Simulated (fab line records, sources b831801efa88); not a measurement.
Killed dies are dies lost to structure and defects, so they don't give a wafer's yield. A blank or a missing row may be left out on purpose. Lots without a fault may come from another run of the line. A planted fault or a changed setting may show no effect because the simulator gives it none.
A struck lot beside a sound one | flow sfq_line | 21 steps out of a route of 325
Sound: wafers L623.1, L623.2, L623.3. Struck: wafers L632.1, L632.3, L632.4. The cause comes at the end.
At each step with rows: each side's tool, then ch and its chambers, then its first start. Under that, the readings that differ: sound wafers | struck wafers | difference of the means | sigmas: that difference in standard deviations of wafers without a fault.
alike: readings whose means differ by less than 2 such deviations, and words and numbers that are the same on both sides. not compared: withheld readings, readings that some wafer has no value for, bounds like >300 that may hide the same value, and numbers for which the record gives no deviation and whose values overlap.
The two part at a step that has a row with sigmas, a row that says differs or no value, or rows on one side only. Numbers that don't overlap but have no deviation are shown without sigmas and don't part them. A reading that every wafer of one side lacks parts them only if that side has two wafers or more.

first, 4 steps without rows for these wafers: SFQ_TRILAYER_M5_BARC_OPEN_METAL_ETCH_161 (etches BARC in O2, target depth 125 nm, time 41.7 s); SFQ_TRILAYER_M5_ETCH_METAL_ETCH_126 (etches Nb in Cl2/BCl3, stops on SiO2, time 203.2 s, target depth 265 nm); SFQ_TRILAYER_M5_STRIP_STRIP_127 (strips in O2); SFQ_TRILAYER_M5_STRIP_SOLV_CLEAN_128 (cleans in NMP, time 600 s).
SFQ_TRILAYER_A5B_DEP_PECVD_129: deposits SiO2 from SiH4/N2O, time 133.33 s, target thk 600 nm.
  sound on pecvd-03 ch 0,1,2, day 58 11:02; struck on pecvd-01 ch 0,1,2, day 60 01:34
  alike: heater_power_w, throttle_valve_pct
then, 1 step without rows for these wafers: SFQ_TRILAYER_A5B_CMP_CMP_130 (polishes, stops on Nb, target thk 340.7 nm).
SFQ_TRILAYER_A5B_METRO_MEASURE_131:
  sound on film_metro-04, day 58 14:21; struck on film_metro-02, day 60 04:39
  alike: thk_nm
SFQ_TRILAYER_R5_DEP_SPUTTER_132: material Ti, target thk 5 nm, time 5 s.
  sound on pvd_sputter-06, day 58 15:33; struck on pvd_sputter-05, day 60 05:51
  alike: cathode_dc_power_W, throttle_valve_pct
SFQ_TRILAYER_R5_DEP_SPUTTER_133: material MoNx, target thk 40 nm, time 66.7 s.
  sound on pvd_sputter-06, day 58 15:34; struck on pvd_sputter-05, day 60 05:52
  alike: cathode_dc_power_W, throttle_valve_pct
SFQ_TRILAYER_R5_DEP_SPUTTER_134: material Ti, target thk 5 nm, time 5 s.
  sound on pvd_sputter-06, day 58 15:38; struck on pvd_sputter-05, day 60 05:55
  alike: cathode_dc_power_W, throttle_valve_pct
SFQ_R5_RS_MEAS_933: measures by four-point-probe.
  sound on film_metro-02, day 58 15:39; struck on film_metro-03, day 60 05:56
  alike: R5_MONX_RS
SFQ_R5_THK_MEAS_934: measures by xrf.
  sound on film_metro-02, day 58 15:46; struck on film_metro-03, day 60 06:04
  alike: R5_MONX_THK
SFQ_TRILAYER_R5_LITHO_COAT_141: resist thk 62 nm.
  sound on litho_track-03 ch 0, day 58 15:50; struck on litho_track-03 ch 0, day 60 06:07
  reading                                              | sound          | struck            | difference | sigmas
  model.BARC_of_TRILAYER_R5_LITHO_COAT_141.thk_nm (nm) | 62.03 62 62.23 | 64.03 64.03 64.04 | +1.95      |
  alike: chill_plate_temp_C
then, 5 steps without rows for these wafers: SFQ_TRILAYER_R5_LITHO_COAT_136 (resist thk 600 nm); SFQ_TRILAYER_R5_LITHO_SOFTBAKE_140; SFQ_TRILAYER_R5_LITHO_EXPOSE_137 (exposes mask R5, target cd 500 nm); SFQ_TRILAYER_R5_LITHO_PEB_139 (peb time 60 s); SFQ_TRILAYER_R5_LITHO_DEVELOP_138 (time 60 s).
-- the record jumps here: 5 days lie between the struck wafers' starts before and after --
SFQ_R5_OVL_MEAS_935:
  sound on overlay-01, day 63 12:57; struck on overlay-01, day 64 21:28
  alike: R5_OVL
SFQ_TRILAYER_R5_BARC_OPEN_METAL_ETCH_177: etches BARC in O2, target depth 125 nm, time 41.7 s.
  sound on rie_metal-04 ch 0,1, day 63 12:59; struck on rie_metal-04 ch 0,1, day 64 21:31
  reading                  | sound             | struck            | difference | sigmas
  oes_product_au (a.u.)    | 0.690 0.688 0.682 | 0.697 0.696 0.698 | +0.010     | +2
  model.etch.depth_nm (nm) | 62.03 62 62.23    | 64.03 64.03 64.04 | +1.95      |
  alike: drypump_motor_current_A
  not compared: rf_hours_counter_h
then, 1 step without rows for these wafers: SFQ_TRILAYER_R5_ETCH_METAL_ETCH_139 (etches the open film in Cl2, stops on SiO2, target depth 60 nm, time 40 s).

WHERE THEY PART
Only at SFQ_TRILAYER_R5_BARC_OPEN_METAL_ETCH_177, within this record.

WHY: what the simulator had put in
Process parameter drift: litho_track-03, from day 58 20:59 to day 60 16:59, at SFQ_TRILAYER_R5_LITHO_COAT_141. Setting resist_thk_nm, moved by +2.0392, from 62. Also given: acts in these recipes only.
